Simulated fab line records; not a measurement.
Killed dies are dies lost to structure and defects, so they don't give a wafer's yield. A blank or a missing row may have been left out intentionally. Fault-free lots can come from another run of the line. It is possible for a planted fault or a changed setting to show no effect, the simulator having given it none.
The tool behind it: which one? / flow sfq_line / 14 lots, 42 wafers sampled, at 3 steps of a route of 325

== WHAT EACH GAUGE READ, for each wafer ==
SFQ_I2_BOW_MEAS_917. Usual: I2_BOW gives 2 um (standard deviation 7.8).
lot=L887; measured=day 20 14:31; on=film_metro-03; I2_BOW (um)=3 8 4; flag=
lot=L888; measured=day 20 20:31; on=film_metro-01; I2_BOW (um)=7 11 -5; flag=
lot=L889; measured=day 21 11:41; on=film_metro-03; I2_BOW (um)=-8 13 20; flag=
lot=L893; measured=day 23 05:59; on=film_metro-03; I2_BOW (um)=7 0 -4; flag=
lot=L897; measured=day 25 07:55; on=film_metro-03; I2_BOW (um)=9 -4 1; flag=
lot=L898; measured=day 25 10:55; on=film_metro-01; I2_BOW (um)=8 6 -4; flag=
lot=L899; measured=day 25 16:54; on=film_metro-04; I2_BOW (um)=19 24 7; flag=
lot=L902; measured=day 26 16:56; on=film_metro-03; I2_BOW (um)=-16 -18 3; flag=
lot=L903; measured=day 27 01:02; on=film_metro-04; I2_BOW (um)=11 -4 0; flag=
lot=L904; measured=day 27 13:54; on=film_metro-03; I2_BOW (um)=8 12 -1; flag=
lot=L905; measured=day 27 19:55; on=film_metro-04; I2_BOW (um)=6 2 4; flag=
lot=L906; measured=day 28 07:56; on=film_metro-03; I2_BOW (um)=3 4 5; flag=
lot=L907; measured=day 28 16:55; on=film_metro-04; I2_BOW (um)=-8 1 -5; flag=
lot=L909; measured=day 34 18:55; on=film_metro-01; I2_BOW (um)=-7 -7 5; flag=

== WHAT TOOL EACH LOT RAN ON (gives the tool, then ch and the chambers of the sampled wafers, and finally the start) ==
lot=L887; SFQ_TRILAYER_M0_STRIP_STRIP_025=rie_metal-02 ch 0,1, day 8 21:44; SFQ_TRILAYER_I1_VIA_LITHO_EXPOSE_050=krf_scanner-01 ch 0, day 18 23:43
lot=L888; SFQ_TRILAYER_M0_STRIP_STRIP_025=rie_metal-04 ch 0,1, day 9 03:52; SFQ_TRILAYER_I1_VIA_LITHO_EXPOSE_050=krf_scanner-01 ch 0, day 19 09:25
lot=L889; SFQ_TRILAYER_M0_STRIP_STRIP_025=rie_metal-04 ch 0,1, day 9 09:35; SFQ_TRILAYER_I1_VIA_LITHO_EXPOSE_050=krf_scanner-01 ch 0, day 19 16:13
lot=L893; SFQ_TRILAYER_M0_STRIP_STRIP_025=rie_metal-02 ch 0,1, day 10 23:56; SFQ_TRILAYER_I1_VIA_LITHO_EXPOSE_050=krf_scanner-01 ch 0, day 22 00:31
lot=L897; SFQ_TRILAYER_M0_STRIP_STRIP_025=rie_metal-04 ch 0,1, day 12 04:32; SFQ_TRILAYER_I1_VIA_LITHO_EXPOSE_050=krf_scanner-01 ch 0, day 24 04:55
lot=L898; SFQ_TRILAYER_M0_STRIP_STRIP_025=rie_metal-02 ch 0,1, day 12 08:08; SFQ_TRILAYER_I1_VIA_LITHO_EXPOSE_050=krf_scanner-01, day 24 08:31
lot=L899; SFQ_TRILAYER_M0_STRIP_STRIP_025=rie_metal-02 ch 0,1, day 12 15:20; SFQ_TRILAYER_I1_VIA_LITHO_EXPOSE_050=krf_scanner-01, day 24 13:07
lot=L902; SFQ_TRILAYER_M0_STRIP_STRIP_025=rie_metal-01 ch 0,1, day 13 03:32; SFQ_TRILAYER_I1_VIA_LITHO_EXPOSE_050=krf_scanner-01 ch 0, day 25 18:44
lot=L903; SFQ_TRILAYER_M0_STRIP_STRIP_025=rie_metal-01 ch 0,1, day 13 11:08; SFQ_TRILAYER_I1_VIA_LITHO_EXPOSE_050=krf_scanner-01 ch 0, day 25 23:32
lot=L904; SFQ_TRILAYER_M0_STRIP_STRIP_025=rie_metal-04 ch 0,1, day 13 19:20; SFQ_TRILAYER_I1_VIA_LITHO_EXPOSE_050=krf_scanner-01 ch 0, day 26 09:56
lot=L905; SFQ_TRILAYER_M0_STRIP_STRIP_025=rie_metal-02 ch 0,1, day 14 06:59; SFQ_TRILAYER_I1_VIA_LITHO_EXPOSE_050=krf_scanner-01 ch 0, day 26 21:16
lot=L906; SFQ_TRILAYER_M0_STRIP_STRIP_025=rie_metal-04 ch 0,1, day 14 12:10; SFQ_TRILAYER_I1_VIA_LITHO_EXPOSE_050=krf_scanner-01 ch 0, day 27 04:22
lot=L907; SFQ_TRILAYER_M0_STRIP_STRIP_025=rie_metal-04 ch 0,1, day 14 14:16; SFQ_TRILAYER_I1_VIA_LITHO_EXPOSE_050=krf_scanner-01 ch 0, day 27 15:06
lot=L909; SFQ_TRILAYER_M0_STRIP_STRIP_025=rie_metal-02 ch 1, day 15 09:28; SFQ_TRILAYER_I1_VIA_LITHO_EXPOSE_050=krf_scanner-01 ch 0, day 34 04:37
- SFQ_TRILAYER_M0_STRIP_STRIP_025: strips in O2.
- SFQ_TRILAYER_I1_VIA_LITHO_EXPOSE_050: exposes mask I1, target cd 500 nm.

== WHAT THE TOOLS THEMSELVES READ (means of the sampled wafers that have a number; where no wafer has one, the mark that the record gives instead) ==
SFQ_TRILAYER_M0_STRIP_STRIP_025. Usual: chamber_pressure_mTorr 50.00 mTorr, standard deviation 0.046; drypump_motor_current_A 5.28 A, standard deviation 0.16; oes_product_au 0.998 a.u., standard deviation 0.0078.
lot=L887; tool=rie_metal-02; chamber_pressure_mTorr (mTorr)=49.98; drypump_motor_current_A (A)=5.28; oes_product_au (a.u.)=1.006; flag=
lot=L888; tool=rie_metal-04; chamber_pressure_mTorr (mTorr)=50.02; drypump_motor_current_A (A)=5.30; oes_product_au (a.u.)=1.000; flag=
lot=L889; tool=rie_metal-04; chamber_pressure_mTorr (mTorr)=50.02; drypump_motor_current_A (A)=5.16; oes_product_au (a.u.)=1.003; flag=
lot=L893; tool=rie_metal-02; chamber_pressure_mTorr (mTorr)=50.03; drypump_motor_current_A (A)=5.28; oes_product_au (a.u.)=0.987; flag=
lot=L897; tool=rie_metal-04; chamber_pressure_mTorr (mTorr)=49.99; drypump_motor_current_A (A)=5.30; oes_product_au (a.u.)=1.002; flag=
lot=L898; tool=rie_metal-02; chamber_pressure_mTorr (mTorr)=49.96; drypump_motor_current_A (A)=5.27; oes_product_au (a.u.)=0.995; flag=
lot=L899; tool=rie_metal-02; chamber_pressure_mTorr (mTorr)=50.00; drypump_motor_current_A (A)=5.26; oes_product_au (a.u.)=1.000; flag=
lot=L902; tool=rie_metal-01; chamber_pressure_mTorr (mTorr)=49.99; drypump_motor_current_A (A)=5.34; oes_product_au (a.u.)=1.002; flag=
lot=L903; tool=rie_metal-01; chamber_pressure_mTorr (mTorr)=50.00; drypump_motor_current_A (A)=5.47; oes_product_au (a.u.)=1.008; flag=
lot=L904; tool=rie_metal-04; chamber_pressure_mTorr (mTorr)=50.01; drypump_motor_current_A (A)=5.18; oes_product_au (a.u.)=0.999; flag=
lot=L905; tool=rie_metal-02; chamber_pressure_mTorr (mTorr)=50.02; drypump_motor_current_A (A)=5.28; oes_product_au (a.u.)=0.994; flag=
lot=L906; tool=rie_metal-04; chamber_pressure_mTorr (mTorr)=50.01; drypump_motor_current_A (A)=5.16; oes_product_au (a.u.)=1.006; flag=
lot=L907; tool=rie_metal-04; chamber_pressure_mTorr (mTorr)=50.07; drypump_motor_current_A (A)=5.33; oes_product_au (a.u.)=1.001; flag=
lot=L909; tool=rie_metal-02; chamber_pressure_mTorr (mTorr)=50.02; drypump_motor_current_A (A)=5.25; oes_product_au (a.u.)=0.990; flag=

SFQ_TRILAYER_I1_VIA_LITHO_EXPOSE_050. Usual: exposure_dose_mJ_cm2 21.299, standard deviation 0.021; focus_offset_nm -0.1 nm, standard deviation 0.49.
lot=L887; tool=krf_scanner-01; exposure_dose_mJ_cm2=21.290; focus_offset_nm (nm)=-0.3; flag=
lot=L888; tool=krf_scanner-01; exposure_dose_mJ_cm2=21.310; focus_offset_nm (nm)=0.3; flag=
lot=L889; tool=krf_scanner-01; exposure_dose_mJ_cm2=21.287; focus_offset_nm (nm)=-0.5; flag=
lot=L893; tool=krf_scanner-01; exposure_dose_mJ_cm2=21.318; focus_offset_nm (nm)=-0.1; flag=
lot=L897; tool=krf_scanner-01; exposure_dose_mJ_cm2=21.288; focus_offset_nm (nm)=-0.3; flag=
lot=L898; tool=krf_scanner-01; exposure_dose_mJ_cm2=-; focus_offset_nm (nm)=-; flag=OFF
lot=L899; tool=krf_scanner-01; exposure_dose_mJ_cm2=-; focus_offset_nm (nm)=-; flag=OFF
lot=L902; tool=krf_scanner-01; exposure_dose_mJ_cm2=21.297; focus_offset_nm (nm)=-1.0; flag=
lot=L903; tool=krf_scanner-01; exposure_dose_mJ_cm2=21.304; focus_offset_nm (nm)=-0.3; flag=
lot=L904; tool=krf_scanner-01; exposure_dose_mJ_cm2=21.298; focus_offset_nm (nm)=0.5; flag=
lot=L905; tool=krf_scanner-01; exposure_dose_mJ_cm2=21.303; focus_offset_nm (nm)=-0.1; flag=
lot=L906; tool=krf_scanner-01; exposure_dose_mJ_cm2=21.267; focus_offset_nm (nm)=-0.1; flag=
lot=L907; tool=krf_scanner-01; exposure_dose_mJ_cm2=21.278; focus_offset_nm (nm)=0.1; flag=
lot=L909; tool=krf_scanner-01; exposure_dose_mJ_cm2=21.288; focus_offset_nm (nm)=0.3; flag=

== THE ANSWER, worked out from the rows above alone ==
Rule: a lot counts as off when the mean over its wafers that have a number is more than 3 standard deviations away from the usual mean. Also off: a lot with no number at a reading for which 4 or more lots have one. Any other lot the step has rows for is counted as sound. Order of review: gauges by route order, followed by the tools' own readings, for which a lot's mean as printed above is used. At the first step where some lot is off, the reading lying furthest off is the one used; lots without a number count as furthest.
Off, at SFQ_TRILAYER_I1_VIA_LITHO_EXPOSE_050 on exposure_dose_mJ_cm2: L898, L899. Without a number there: L898, L899.
A tool fits if, at that step or a process step before it, it ran every lot that is off, and no sound lot after the first of them. Not one of the candidates tried fits.

== WHAT THE SIMULATOR PUT IN ==
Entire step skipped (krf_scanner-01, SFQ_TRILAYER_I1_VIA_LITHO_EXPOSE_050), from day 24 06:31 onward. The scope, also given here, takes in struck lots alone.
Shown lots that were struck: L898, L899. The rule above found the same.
